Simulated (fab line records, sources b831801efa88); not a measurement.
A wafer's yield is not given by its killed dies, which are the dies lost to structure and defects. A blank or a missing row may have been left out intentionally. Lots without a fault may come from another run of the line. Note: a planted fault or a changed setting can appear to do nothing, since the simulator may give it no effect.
fab line records ; flow gf180mcu
record: lots: 7; wafers: 21; last_day: 34
route steps=602 shown NWELL@44 LVPWELL@54 MVSD@66 MVPSD@78 VT_IMPLANT@100
lots untouched by any fault: they come from a run of this same line in which no faults occurred
start_h: hours from the record's opening day to when the first of the lot's shown wafers began ; wait_h: hours elapsed since this lot's preceding step ; " unchanged from the row above ; L1.1+2: a row that stands for several wafers ; - value missing, or start not given ; * or withheld: withheld ; < > ~ a bound
route shown NAME@n: a module of which the file shows steps, and the number in the route of the first ; usual: mean and standard deviation over wafers with no fault ; same: alike in all rows ; chamber/n: place in a boat ; sites: the reading at each site ; _std_site: the standard deviation of these ; _edge_site: inner sites' mean taken away from outer sites' mean ; radius_mm: for every site, how far away it sits from the centre of the wafer ; mask NAME#n: copy n ; behind: tool/chamber where the wafer was last shaped ; hold: reason for holding the lot/hours on hold/outcome of the hold ; device: which transistor (n, p or np) failed to switch ; end of line: tests run on the same wafers once the route is complete ; where a step has no rows: the recipe by itself ; killed: not the wafer's yield, but the dies lost to structure and defects at the first sort ; map: a wafer's dies, x killed, . not, _ none there
set.NAME: the setting the step ran with; set.NAME@STEP: the setting that earlier step ran with ; model.NAME: the simulator's own value behind a step, which no gauge read
a table for each step, a row for each wafer; lots at some steps of the route
services: when a tool's chamber went out of use (start_h, in hours from the record's first day, below 0 if earlier), for how many hours, and the reason
== steps ==
step: GF_NWELL_COAT_02
recipe: spin_rpm: 2000; resist_thk_nm: 3000
step: GF_NWELL_SOFTBAKE_03
recipe: temp_c: 110; time_s: withheld
step: GF_NWELL_EXPOSE_04
recipe: mask_id: Nwell; target_cd_nm: 860; na: 0.6; source_shape: conventional; sigma_outer: 0.6; dose_mj: 260
step: GF_NWELL_PEB_05
recipe: temp_c: 115; time_s: withheld
step: GF_NWELL_DEVELOP_06
recipe: wall_angle_deg: 90; develop_time_s: 60; dev_temp_c: 23
step: GF_NWELL_OVL_MEAS_07
usual: NWELL_OVL: -0.5/1.5
lot.wafer;tool;chamber;start_h;wait_h;NWELL_OVL[nm]
L625.1;overlay-01;-;108.95;-;-1.5
L625.4;overlay-01;-;108.95;-;-0.4
L625.6;overlay-01;-;108.95;-;-1.4
L628.3;overlay-01;-;113.42;-;0.5
L628.4;overlay-01;-;113.42;-;1.5
L628.6;overlay-01;-;113.42;-;2.7
L631.1;overlay-01;-;117.53;-;1.3
L631.3;overlay-01;-;117.53;-;0.2
L631.5;overlay-01;-;117.53;-;0.7
L632.3;overlay-01;-;123.50;-;0.1
L632.4;overlay-01;-;123.50;-;-1.8
L632.6;overlay-01;-;123.50;-;-0.3
L633.2;overlay-01;-;135.49;-;-0.8
L633.3;overlay-01;-;135.49;-;0.4
L633.5;overlay-01;-;135.49;-;-0.1
L634.1;overlay-01;-;138.24;-;-3.1
L634.5;overlay-01;-;138.24;-;-2.1
L634.6;overlay-01;-;138.24;-;-2.9
L638.1;overlay-01;-;159.83;-;-5.5
L638.3;overlay-01;-;159.83;-;-2.7
L638.4;overlay-01;-;159.83;-;-2.3
step: GF_NWELL_IMPLANT_08
recipe: species: P; energy_kev: 450; dose_cm2: 1.5e+13; tilt_deg: 0
step: GF_NWELL_IMPLANT_09
recipe: species: P; energy_kev: 160; dose_cm2: 4e+12; tilt_deg: 0
step: GF_NWELL_STRIP_10
recipe: chemistry: O2/N2; power_w: 1400; pressure_mtorr: 1500; platen_temp_c: 250; o2_flow_sccm: 3000; n2_flow_sccm: 300; overash_fraction: 0.5
usual: drypump_motor_current_A: 5.77/0.29; heater_power_w: 296/33; oes_product_au: 0.722/0.004; strip_time_to_endpoint_s: 37.02/0.09
lot.wafer;tool;chamber;start_h;wait_h;drypump_motor_current_A;heater_power_w;oes_product_au;rf_hours_counter_h;strip_time_to_endpoint_s
L625.1;plasma_asher-03;0;109.29;0.1;5.80;257;0.717;20;37.10
L625.4;plasma_asher-03;1;109.29;0.1;5.36;259;0.726;-;37.08
L625.6;plasma_asher-03;0;109.29;0.1;5.81;259;0.719;-;37.10
L628.3;plasma_asher-03;0;113.77;0.1;5.81;257;0.728;-;36.98
L628.4;plasma_asher-03;1;113.77;0.1;5.38;261;0.722;-;36.97
L628.6;plasma_asher-03;0;113.77;0.1;5.78;256;0.722;-;37.09
L631.1;plasma_asher-01;1;117.86;0.1;5.99;299;0.720;0;37.16
L631.3;plasma_asher-01;1;117.86;0.1;5.99;304;0.723;-;37.15
L631.5;plasma_asher-01;0;117.86;0.1;5.36;348;0.725;-;37.16
L632.3;plasma_asher-03;1;123.86;0.1;5.34;266;0.719;-;36.98
L632.4;plasma_asher-03;0;123.86;0.1;5.82;254;0.725;-;36.96
L632.6;plasma_asher-03;1;123.86;0.1;5.32;262;0.720;-;36.97
L633.2;plasma_asher-02;0;135.82;0.1;5.91;309;0.728;56;36.90
L633.3;plasma_asher-02;0;135.82;0.1;5.85;305;0.723;-;36.89
L633.5;plasma_asher-02;1;135.82;0.1;6.12;335;0.720;-;36.97
L634.1;plasma_asher-02;1;138.57;0.1;6.13;333;0.721;57;37.00
L634.5;plasma_asher-02;0;138.57;0.1;5.87;302;0.722;-;37.02
L634.6;plasma_asher-02;1;138.57;0.1;6.15;339;0.716;-;36.93
L638.1;plasma_asher-01;0;160.16;0.1;5.35;342;0.723;4;36.97
L638.3;plasma_asher-01;0;160.16;0.1;5.37;344;0.722;-;37.01
L638.4;plasma_asher-01;1;160.16;0.1;6.02;299;0.721;-;37.03
step: GF_NWELL_TW_MEAS_11
usual: NWELL_TW: 1577/15
lot.wafer;tool;chamber;start_h;wait_h;NWELL_TW
L625.1;film_metro-03;-;109.39;0.1;1586
L625.4;film_metro-03;-;109.39;0.1;1587
L625.6;film_metro-03;-;109.39;0.1;1576
L628.3;film_metro-02;-;113.86;0.1;1564
L628.4;film_metro-02;-;113.86;0.1;1564
L628.6;film_metro-02;-;113.86;0.1;1564
L631.1;film_metro-02;-;117.96;0.1;1573
L631.3;film_metro-02;-;117.96;0.1;1565
L631.5;film_metro-02;-;117.96;0.1;1571
L632.3;film_metro-02;-;123.94;0.1;1563
L632.4;film_metro-02;-;123.94;0.1;1553
L632.6;film_metro-02;-;123.94;0.1;1562
L633.2;film_metro-04;-;135.93;0.1;1585
L633.3;film_metro-04;-;135.93;0.1;1588
L633.5;film_metro-04;-;135.93;0.1;1583
L634.1;film_metro-02;-;138.76;0.1;1544
L634.5;film_metro-02;-;138.76;0.1;1550
L634.6;film_metro-02;-;138.76;0.1;1552
L638.1;film_metro-04;-;160.26;0.1;1579
L638.3;film_metro-04;-;160.26;0.1;1576
L638.4;film_metro-04;-;160.26;0.1;1576
step: GF_LVPWELL_DEHYDRATE_00
recipe: temp_c: 200; time_s: 60
step: GF_LVPWELL_HMDS_01
recipe: prime_time_s: 60; prime_temp_c: 120
step: GF_LVPWELL_COAT_02
recipe: spin_rpm: 2000; resist_thk_nm: 3000
usual: chill_plate_temp_C: 23.00/0.11; dispense_pressure_kPa: 50/4.2
lot.wafer;tool;chamber;start_h;wait_h;chill_plate_temp_C;dispense_pressure_kPa
L625.1;litho_track-04;0;116.09;0.1;22.88;44
L625.4;litho_track-04;0;116.09;0.1;22.85;44
L625.6;litho_track-04;0;116.09;0.1;22.86;44
L628.3;litho_track-04;0;121.34;0.1;22.98;44
L628.4;litho_track-04;0;121.34;0.1;23.00;44
L628.6;litho_track-04;0;121.34;0.1;23.10;44
L631.1;litho_track-01;-;124.58;0.1;-;-
L631.3;litho_track-01;-;124.58;0.1;-;-
L631.5;litho_track-01;-;124.58;0.1;-;-
L632.3;litho_track-04;-;130.74;0.1;-;-
L632.4;litho_track-04;-;130.74;0.1;-;-
L632.6;litho_track-04;-;130.74;0.1;-;-
L633.2;litho_track-01;-;143.20;0.1;-;-
L633.3;litho_track-01;-;143.20;0.1;-;-
L633.5;litho_track-01;-;143.20;0.1;-;-
L634.1;litho_track-03;0;145.34;0.1;23.11;52
L634.5;litho_track-03;0;145.34;0.1;23.18;52
L634.6;litho_track-03;0;145.34;0.1;23.01;52
L638.1;litho_track-03;0;167.89;0.1;22.97;52
L638.3;litho_track-03;0;167.89;0.1;23.00;52
L638.4;litho_track-03;0;167.89;0.1;22.85;52
step: GF_LVPWELL_SOFTBAKE_03
recipe: temp_c: 110; time_s: withheld
step: GF_LVPWELL_EXPOSE_04
recipe: mask_id: LVPWELL; target_cd_nm: 600; na: 0.6; source_shape: conventional; sigma_outer: 0.6; dose_mj: 260
step: GF_LVPWELL_PEB_05
recipe: temp_c: 115; time_s: withheld
step: GF_LVPWELL_DEVELOP_06
recipe: wall_angle_deg: 90; develop_time_s: 60; dev_temp_c: 23
step: GF_LVPWELL_OVL_MEAS_07
usual: LVPWELL_OVL: -0.3/1.3
lot.wafer;tool;chamber;start_h;wait_h;LVPWELL_OVL[nm]
L625.1;overlay-02;-;123.68;-;-1.0
L625.4;overlay-02;-;123.68;-;-0.6
L625.6;overlay-02;-;123.68;-;-1.7
L628.3;overlay-02;-;128.65;-;0.8
L628.4;overlay-02;-;128.65;-;-1.1
L628.6;overlay-02;-;128.65;-;0.8
L631.1;overlay-02;-;132.29;-;-
L631.3;overlay-02;-;132.29;-;-
L631.5;overlay-02;-;132.29;-;-
L632.3;overlay-01;-;138.60;-;-
L632.4;overlay-01;-;138.60;-;-
L632.6;overlay-01;-;138.60;-;-
L633.2;overlay-02;-;151.24;-;-
L633.3;overlay-02;-;151.24;-;-
L633.5;overlay-02;-;151.24;-;-
L634.1;overlay-02;-;153.39;-;-0.7
L634.5;overlay-02;-;153.39;-;-1.5
L634.6;overlay-02;-;153.39;-;-0.7
L638.1;overlay-01;-;176.09;-;-1.1
L638.3;overlay-01;-;176.09;-;0.7
L638.4;overlay-01;-;176.09;-;-1.1
step: GF_LVPWELL_IMPLANT_08
recipe: species: B; energy_kev: 170; dose_cm2: 1.5e+13; tilt_deg: 0
step: GF_LVPWELL_IMPLANT_09
recipe: species: B; energy_kev: 60; dose_cm2: 5e+12; tilt_deg: 0
step: GF_LVPWELL_STRIP_10
recipe: chemistry: O2/N2; power_w: 1400; pressure_mtorr: 1500; platen_temp_c: 250; o2_flow_sccm: 3000; n2_flow_sccm: 300; overash_fraction: 0.5
usual: drypump_motor_current_A: 5.7/0.34; heater_power_w: 326/27; oes_product_au: 0.722/0.0046; strip_time_to_endpoint_s: 36.95/0.1
lot.wafer;tool;chamber;start_h;wait_h;drypump_motor_current_A;heater_power_w;oes_product_au;rf_hours_counter_h;strip_time_to_endpoint_s
L625.1;plasma_asher-04;1;124.01;0.1;5.7;304;0.721;52;36.89
L625.4;plasma_asher-04;0;124.01;0.1;5.2;375;0.731;-;36.88
L625.6;plasma_asher-04;1;124.01;0.1;5.6;301;0.719;-;36.89
L628.3;plasma_asher-04;0;129.01;0.1;5.2;367;0.724;-;36.96
L628.4;plasma_asher-04;1;129.01;0.1;5.7;304;0.722;-;36.93
L628.6;plasma_asher-04;0;129.01;0.1;5.2;370;0.714;-;36.94
L631.1;plasma_asher-01;1;132.63;0.1;6.0;298;-;2;-
L631.3;plasma_asher-01;0;132.63;0.1;5.3;345;-;-;-
L631.5;plasma_asher-01;0;132.63;0.1;5.3;343;-;-;-
L632.3;plasma_asher-01;0;138.96;0.1;5.4;326;-;-;-
L632.4;plasma_asher-01;1;138.96;0.1;6.0;300;-;-;-
L632.6;plasma_asher-01;1;138.96;0.1;6.0;298;-;-;-
L633.2;plasma_asher-01;1;151.57;0.1;6.0;290;-;3;-
L633.3;plasma_asher-01;0;151.57;0.1;5.4;338;-;-;-
L633.5;plasma_asher-01;1;151.57;0.1;6.0;291;-;-;-
L634.1;plasma_asher-01;1;153.73;0.1;6.0;301;0.720;4;36.87
L634.5;plasma_asher-01;1;153.73;0.1;6.0;305;0.728;-;36.89
L634.6;plasma_asher-01;0;153.73;0.1;5.4;349;0.728;-;36.84
L638.1;plasma_asher-01;0;176.43;0.1;5.4;337;0.722;5;36.78
L638.3;plasma_asher-01;0;176.43;0.1;5.4;344;0.724;-;36.75
L638.4;plasma_asher-01;1;176.43;0.1;6.0;302;0.728;-;36.74
step: GF_LVPWELL_TW_MEAS_11
usual: LVPWELL_TW: 559/6.7
lot.wafer;tool;chamber;start_h;wait_h;LVPWELL_TW
L625.1;film_metro-02;-;124.11;0.1;554
L625.4;film_metro-02;-;124.11;0.1;550
L625.6;film_metro-02;-;124.11;0.1;552
L628.3;film_metro-03;-;129.10;0.1;569
L628.4;film_metro-03;-;129.10;0.1;568
L628.6;film_metro-03;-;129.10;0.1;567
L631.1;film_metro-04;-;132.73;0.1;564
L631.3;film_metro-04;-;132.73;0.1;566
L631.5;film_metro-04;-;132.73;0.1;565
L632.3;film_metro-04;-;139.11;0.1;561
L632.4;film_metro-04;-;139.11;0.1;558
L632.6;film_metro-04;-;139.11;0.1;563
L633.2;film_metro-02;-;151.68;0.1;554
L633.3;film_metro-02;-;151.68;0.1;552
L633.5;film_metro-02;-;151.68;0.1;558
L634.1;film_metro-04;-;153.83;0.1;563
L634.5;film_metro-04;-;153.83;0.1;563
L634.6;film_metro-04;-;153.83;0.1;560
L638.1;film_metro-03;-;176.53;0.1;568
L638.3;film_metro-03;-;176.53;0.1;566
L638.4;film_metro-03;-;176.53;0.1;566
step: GF_MVSD_DEHYDRATE_00
recipe: temp_c: 200; time_s: 60
step: GF_MVSD_HMDS_01
recipe: prime_time_s: 60; prime_temp_c: 120
step: GF_MVSD_COAT_02
recipe: spin_rpm: 2000; resist_thk_nm: 3000
step: GF_MVSD_SOFTBAKE_03
recipe: temp_c: 110; time_s: withheld
step: GF_MVSD_EXPOSE_04
recipe: mask_id: MVSD; target_cd_nm: 1000; na: 0.6; source_shape: conventional; sigma_outer: 0.6; dose_mj: 260
step: GF_MVSD_PEB_05
recipe: temp_c: 115; time_s: withheld
step: GF_MVSD_DEVELOP_06
recipe: wall_angle_deg: 90; develop_time_s: 60; dev_temp_c: 23
step: GF_MVSD_OVL_MEAS_07
usual: MVSD_OVL: 0.0/1.4
lot.wafer;tool;chamber;start_h;wait_h;MVSD_OVL[nm]
L625.1;overlay-02;-;139.34;-;-0.8
L625.4;overlay-02;-;139.34;-;2.2
L625.6;overlay-02;-;139.34;-;2.9
L628.3;overlay-01;-;144.32;-;1.0
L628.4;overlay-01;-;144.32;-;-1.8
L628.6;overlay-01;-;144.32;-;0.7
L631.1;overlay-01;-;148.13;-;-3.4
L631.3;overlay-01;-;148.13;-;0.6
L631.5;overlay-01;-;148.13;-;-1.8
L632.3;overlay-01;-;153.75;-;-1.1
L632.4;overlay-01;-;153.75;-;0.7
L632.6;overlay-01;-;153.75;-;0.0
L633.2;overlay-01;-;166.98;-;-1.7
L633.3;overlay-01;-;166.98;-;-0.1
L633.5;overlay-01;-;166.98;-;-0.6
L634.1;overlay-01;-;169.49;-;0.0
L634.5;overlay-01;-;169.49;-;0.3
L634.6;overlay-01;-;169.49;-;0.3
L638.1;overlay-01;-;193.37;-;1.6
L638.3;overlay-01;-;193.37;-;1.3
L638.4;overlay-01;-;193.37;-;0.4
step: GF_MVSD_IMPLANT_08
recipe: species: P; energy_kev: 400; dose_cm2: 1.6e+13; tilt_deg: 0
step: GF_MVSD_IMPLANT_09
recipe: species: P; energy_kev: 100; dose_cm2: 5e+12; tilt_deg: 0
step: GF_MVSD_STRIP_10
recipe: chemistry: O2/N2; power_w: 1400; pressure_mtorr: 1500; platen_temp_c: 250; o2_flow_sccm: 3000; n2_flow_sccm: 300; overash_fraction: 0.5
usual: drypump_motor_current_A: 5.56/0.29; heater_power_w: 313/42; oes_product_au: 0.722/0.0045; strip_time_to_endpoint_s: 36.98/0.093
lot.wafer;tool;chamber;start_h;wait_h;drypump_motor_current_A;heater_power_w;oes_product_au;rf_hours_counter_h;strip_time_to_endpoint_s
L625.1;plasma_asher-04;1;139.68;0.1;5.65;303;0.722;53;36.97
L625.4;plasma_asher-04;0;139.68;0.1;5.18;375;0.721;-;36.93
L625.6;plasma_asher-04;1;139.68;0.1;5.68;320;0.730;-;36.93
L628.3;plasma_asher-03;0;144.67;0.1;5.85;256;0.719;-;36.94
L628.4;plasma_asher-03;1;144.67;0.1;5.36;259;0.721;-;37.02
L628.6;plasma_asher-03;1;144.67;0.1;5.36;262;0.720;-;36.95
L631.1;plasma_asher-01;1;148.46;0.1;6.02;297;0.720;3;36.91
L631.3;plasma_asher-01;1;148.46;0.1;6.02;303;0.719;-;36.94
L631.5;plasma_asher-01;1;148.46;0.1;6.00;300;0.728;-;37.10
L632.3;plasma_asher-03;0;154.11;0.1;5.79;255;0.724;-;36.96
L632.4;plasma_asher-03;1;154.11;0.1;5.34;257;0.726;-;36.97
L632.6;plasma_asher-03;0;154.11;0.1;5.82;265;0.721;-;36.80
L633.2;plasma_asher-01;1;167.31;0.1;6.00;297;0.724;5;36.84
L633.3;plasma_asher-01;1;167.31;0.1;6.02;302;0.720;-;36.84
L633.5;plasma_asher-01;0;167.31;0.1;5.38;354;0.711;-;36.85
L634.1;plasma_asher-04;0;169.83;0.1;5.19;371;0.728;56;37.00
L634.5;plasma_asher-04;0;169.83;0.1;5.17;362;0.718;-;36.98
L634.6;plasma_asher-04;1;169.83;0.1;5.66;305;0.718;-;36.97
L638.1;plasma_asher-04;0;193.71;0.1;5.19;381;0.721;59;36.99
L638.3;plasma_asher-04;0;193.71;0.1;5.20;384;0.716;-;37.03
L638.4;plasma_asher-04;1;193.71;0.1;5.66;300;0.719;-;37.07
step: GF_MVSD_TW_MEAS_11
usual: MVSD_TW: 1577/16
lot.wafer;tool;chamber;start_h;wait_h;MVSD_TW
L625.1;film_metro-04;-;139.81;0.1;1589
L625.4;film_metro-04;-;139.81;0.1;1583
L625.6;film_metro-04;-;139.81;0.1;1585
L628.3;film_metro-02;-;144.76;0.1;1561
L628.4;film_metro-02;-;144.76;0.1;1563
L628.6;film_metro-02;-;144.76;0.1;1570
L631.1;film_metro-04;-;148.56;0.1;1603
L631.3;film_metro-04;-;148.56;0.1;1600
L631.5;film_metro-04;-;148.56;0.1;1602
L632.3;film_metro-04;-;154.20;0.1;1603
L632.4;film_metro-04;-;154.20;0.1;1608
L632.6;film_metro-04;-;154.20;0.1;1606
L633.2;film_metro-04;-;167.42;0.1;1614
L633.3;film_metro-04;-;167.42;0.1;1605
L633.5;film_metro-04;-;167.42;0.1;1605
L634.1;film_metro-02;-;169.93;0.1;1558
L634.5;film_metro-02;-;169.93;0.1;1575
L634.6;film_metro-02;-;169.93;0.1;1563
L638.1;film_metro-04;-;193.81;0.1;1588
L638.3;film_metro-04;-;193.81;0.1;1592
L638.4;film_metro-04;-;193.81;0.1;1589
step: GF_MVPSD_DEHYDRATE_00
recipe: temp_c: 200; time_s: 60
step: GF_MVPSD_HMDS_01
recipe: prime_time_s: 60; prime_temp_c: 120
step: GF_MVPSD_COAT_02
recipe: spin_rpm: 2000; resist_thk_nm: 3000
step: GF_MVPSD_SOFTBAKE_03
recipe: temp_c: 110; time_s: withheld
step: GF_MVPSD_EXPOSE_04
recipe: mask_id: MVPSD; target_cd_nm: 1000; na: 0.6; source_shape: conventional; sigma_outer: 0.6; dose_mj: 260
step: GF_MVPSD_PEB_05
recipe: temp_c: 115; time_s: withheld
step: GF_MVPSD_DEVELOP_06
recipe: wall_angle_deg: 90; develop_time_s: 60; dev_temp_c: 23
step: GF_MVPSD_OVL_MEAS_07
usual: MVPSD_OVL: 1.0/1.3
lot.wafer;tool;chamber;start_h;wait_h;MVPSD_OVL[nm]
L625.1;overlay-02;-;155.04;-;1.8
L625.4;overlay-02;-;155.04;-;0.4
L625.6;overlay-02;-;155.04;-;1.3
L628.3;overlay-01;-;160.35;-;-0.7
L628.4;overlay-01;-;160.35;-;1.1
L628.6;overlay-01;-;160.35;-;-0.3
L631.1;overlay-01;-;163.55;-;-0.3
L631.3;overlay-01;-;163.55;-;-1.7
L631.5;overlay-01;-;163.55;-;-0.7
L632.3;overlay-01;-;169.85;-;-1.4
L632.4;overlay-01;-;169.85;-;-1.1
L632.6;overlay-01;-;169.85;-;0.3
L633.2;overlay-01;-;183.54;-;2.8
L633.3;overlay-01;-;183.54;-;0.1
L633.5;overlay-01;-;183.54;-;2.0
L634.1;overlay-01;-;186.69;-;3.9
L634.5;overlay-01;-;186.69;-;1.5
L634.6;overlay-01;-;186.69;-;2.4
L638.1;overlay-01;-;211.39;-;2.5
L638.3;overlay-01;-;211.39;-;-1.3
L638.4;overlay-01;-;211.39;-;0.0
step: GF_MVPSD_TW_MEAS_11
usual: MVPSD_TW: 554/5.2
lot.wafer;tool;chamber;start_h;wait_h;MVPSD_TW
L625.1;film_metro-02;-;155.48;0.1;549
L625.4;film_metro-02;-;155.48;0.1;551
L625.6;film_metro-02;-;155.48;0.1;552
L628.3;film_metro-02;-;160.80;0.1;551
L628.4;film_metro-02;-;160.80;0.1;551
L628.6;film_metro-02;-;160.80;0.1;552
L631.1;film_metro-04;-;163.99;0.1;692
L631.3;film_metro-04;-;163.99;0.1;696
L631.5;film_metro-04;-;163.99;0.1;695
L632.3;film_metro-04;-;170.30;0.1;697
L632.4;film_metro-04;-;170.30;0.1;697
L632.6;film_metro-04;-;170.30;0.1;698
L633.2;film_metro-04;-;183.98;0.1;700
L633.3;film_metro-04;-;183.98;0.1;702
L633.5;film_metro-04;-;183.98;0.1;702
L634.1;film_metro-02;-;187.16;0.1;544
L634.5;film_metro-02;-;187.16;0.1;547
L634.6;film_metro-02;-;187.16;0.1;545
L638.1;film_metro-03;-;211.83;0.1;557
L638.3;film_metro-03;-;211.83;0.1;562
L638.4;film_metro-03;-;211.83;0.1;561
step: GF_VT_IMPLANT_TW_MEAS_10
usual: VT_IMPLANT_TW: 561/4.7
lot.wafer;tool;chamber;start_h;wait_h;VT_IMPLANT_TW
L625.1;film_metro-02;-;171.69;0.1;557
L625.4;film_metro-02;-;171.69;0.1;554
L625.6;film_metro-02;-;171.69;0.1;555
L628.3;film_metro-02;-;177.99;0.1;557
L628.4;film_metro-02;-;177.99;0.1;560
L628.6;film_metro-02;-;177.99;0.1;557
L631.1;film_metro-04;-;180.92;0.1;706
L631.3;film_metro-04;-;180.92;0.1;710
L631.5;film_metro-04;-;180.92;0.1;707
L632.3;film_metro-01;-;187.08;0.1;696
L632.4;film_metro-01;-;187.08;0.1;694
L632.6;film_metro-01;-;187.08;0.1;696
L633.2;film_metro-04;-;200.80;0.1;705
L633.3;film_metro-04;-;200.80;0.1;703
L633.5;film_metro-04;-;200.80;0.1;700
L634.1;film_metro-04;-;204.74;0.1;567
L634.5;film_metro-04;-;204.74;0.1;565
L634.6;film_metro-04;-;204.74;0.1;569
L638.1;film_metro-04;-;230.09;0.1;571
L638.3;film_metro-04;-;230.09;0.1;572
L638.4;film_metro-04;-;230.09;0.1;570
step: GF_VT_IMPLANT_TW_MEAS_21
usual: VT_IMPLANT_2_TW: 1209/9.5
lot.wafer;tool;chamber;start_h;wait_h;VT_IMPLANT_2_TW
L625.1;film_metro-02;-;188.26;0.1;1194
L625.4;film_metro-02;-;188.26;0.1;1199
L625.6;film_metro-02;-;188.26;0.1;1197
L628.3;film_metro-04;-;194.93;0.1;1224
L628.4;film_metro-04;-;194.93;0.1;1224
L628.6;film_metro-04;-;194.93;0.1;1225
L631.1;film_metro-01;-;197.84;0.1;1243
L631.3;film_metro-01;-;197.84;0.1;1243
L631.5;film_metro-01;-;197.84;0.1;1249
L632.3;film_metro-01;-;204.46;0.1;1250
L632.4;film_metro-01;-;204.46;0.1;1249
L632.6;film_metro-01;-;204.46;0.1;1248
L633.2;film_metro-02;-;218.20;0.1;1230
L633.3;film_metro-02;-;218.20;0.1;1230
L633.5;film_metro-02;-;218.20;0.1;1226
L634.1;film_metro-01;-;223.27;0.1;1209
L634.5;film_metro-01;-;223.27;0.1;1204
L634.6;film_metro-01;-;223.27;0.1;1203
L638.1;film_metro-02;-;249.06;0.1;1204
L638.3;film_metro-02;-;249.06;0.1;1199
L638.4;film_metro-02;-;249.06;0.1;1195
step: GF_VT_IMPLANT_TW_MEAS_32
usual: VT_IMPLANT_3_TW: 267.9/2.1
lot.wafer;tool;chamber;start_h;wait_h;VT_IMPLANT_3_TW
L625.1;film_metro-04;-;205.72;0.1;271.7
L625.4;film_metro-04;-;205.72;0.1;270.2
L625.6;film_metro-04;-;205.72;0.1;270.5
L628.3;film_metro-01;-;213.03;0.1;266.8
L628.4;film_metro-01;-;213.03;0.1;268.5
L628.6;film_metro-01;-;213.03;0.1;268.1
L631.1;film_metro-02;-;216.17;0.1;569.8
L631.3;film_metro-02;-;216.17;0.1;568.7
L631.5;film_metro-02;-;216.17;0.1;568.6
L632.3;film_metro-01;-;222.99;0.1;569.3
L632.4;film_metro-01;-;222.99;0.1;570.6
L632.6;film_metro-01;-;222.99;0.1;570.6
L633.2;film_metro-02;-;236.46;0.1;567.7
L633.3;film_metro-02;-;236.46;0.1;565.4
L633.5;film_metro-02;-;236.46;0.1;567.6
L634.1;film_metro-02;-;241.56;0.1;266.0
L634.5;film_metro-02;-;241.56;0.1;265.8
L634.6;film_metro-02;-;241.56;0.1;266.8
L638.1;film_metro-04;-;268.76;0.1;271.1
L638.3;film_metro-04;-;268.76;0.1;269.5
L638.4;film_metro-04;-;268.76;0.1;270.6
step: GF_VT_IMPLANT_TW_MEAS_43
usual: VT_IMPLANT_4_TW: 686/5.5
lot.wafer;tool;chamber;start_h;wait_h;VT_IMPLANT_4_TW
L625.1;film_metro-01;-;223.87;0.1;685
L625.4;film_metro-01;-;223.87;0.1;691
L625.6;film_metro-01;-;223.87;0.1;687
L628.3;film_metro-04;-;231.58;0.1;694
L628.4;film_metro-04;-;231.58;0.1;694
L628.6;film_metro-04;-;231.58;0.1;699
L631.1;film_metro-02;-;233.94;0.1;778
L631.3;film_metro-02;-;233.94;0.1;776
L631.5;film_metro-02;-;233.94;0.1;780
L632.3;film_metro-02;-;241.49;0.1;779
L632.4;film_metro-02;-;241.49;0.1;776
L632.6;film_metro-02;-;241.49;0.1;779
L633.2;film_metro-02;-;254.85;0.1;776
L633.3;film_metro-02;-;254.85;0.1;783
L633.5;film_metro-02;-;254.85;0.1;776
L634.1;film_metro-02;-;260.99;0.1;684
L634.5;film_metro-02;-;260.99;0.1;684
L634.6;film_metro-02;-;260.99;0.1;681
L638.1;film_metro-01;-;289.24;0.1;683
L638.3;film_metro-01;-;289.24;0.1;685
L638.4;film_metro-01;-;289.24;0.1;687
== services ==
tool;chamber;start_h;hours;kind
plasma_asher-04;-;92.97;7.4;repair
plasma_asher-01;-;108.75;9.0;pm
plasma_asher-01;0;108.75;9.0;vent_cycle
plasma_asher-01;1;108.75;9.0;vent_cycle
plasma_asher-01;0;117.75;-;clean
plasma_asher-01;1;117.75;-;clean
plasma_asher-01;-;171.73;3.5;repair
plasma_asher-01;-;174.44;0.9;repair
plasma_asher-03;-;184.06;10.7;repair
plasma_asher-04;-;185.90;3.0;repair
== key ==
first_sign: step: GF_LVPWELL_COAT_02; reading: tool_record; direction: missing
effect: step: GF_LVPWELL_OVL_MEAS_07; reading: LVPWELL_OVL; direction: missing
effect: step: GF_MVSD_TW_MEAS_11; reading: MVSD_TW; direction: up; sigmas: 1.7; usual: 1577; struck: 1605
effect: step: GF_MVPSD_TW_MEAS_11; reading: MVPSD_TW; direction: up; sigmas: 28; usual: 554; struck: 698
effect: step: GF_VT_IMPLANT_TW_MEAS_10; reading: VT_IMPLANT_TW; direction: up; sigmas: 30; usual: 561; struck: 702
effect: step: GF_VT_IMPLANT_TW_MEAS_21; reading: VT_IMPLANT_2_TW; direction: up; sigmas: 3.4; usual: 1209; struck: 1241
effect: step: GF_VT_IMPLANT_TW_MEAS_32; reading: VT_IMPLANT_3_TW; direction: up; sigmas: 99+; usual: 267.9; struck: 568.7
effect: step: GF_VT_IMPLANT_TW_MEAS_43; reading: VT_IMPLANT_4_TW; direction: up; sigmas: 17; usual: 686; struck: 778
met_at GF_LVPWELL_COAT_02
struck_wafers L631.1,L631.3,L631.5,L632.3,L632.4,L632.6,L633.2,L633.3,L633.5
sort_left_out L631.1,L631.3,L631.5,L632.3,L632.4,L632.6,L633.2,L633.3,L633.5
tester_left_out L631,L632,L633
onset_between 121.34 124.58
fault: kind: skipped_step_whole; tool: litho_track-01,litho_track-04; chamber: -; onset_h: 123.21; steps: GF_LVPWELL_COAT_02; scope: struck_lots_only
tester_left_out: of these lots the tester's yield and bins aren't shown, on N5 and GAA mostly nor the transistor test; their killed dies are dies lost to structure and defects alone, not to doping, threshold or leakage, so they don't give the yield
sort_left_out: the simulated sort isn't trusted on such a fault, so these wafers' sort isn't shown, and their yield isn't known
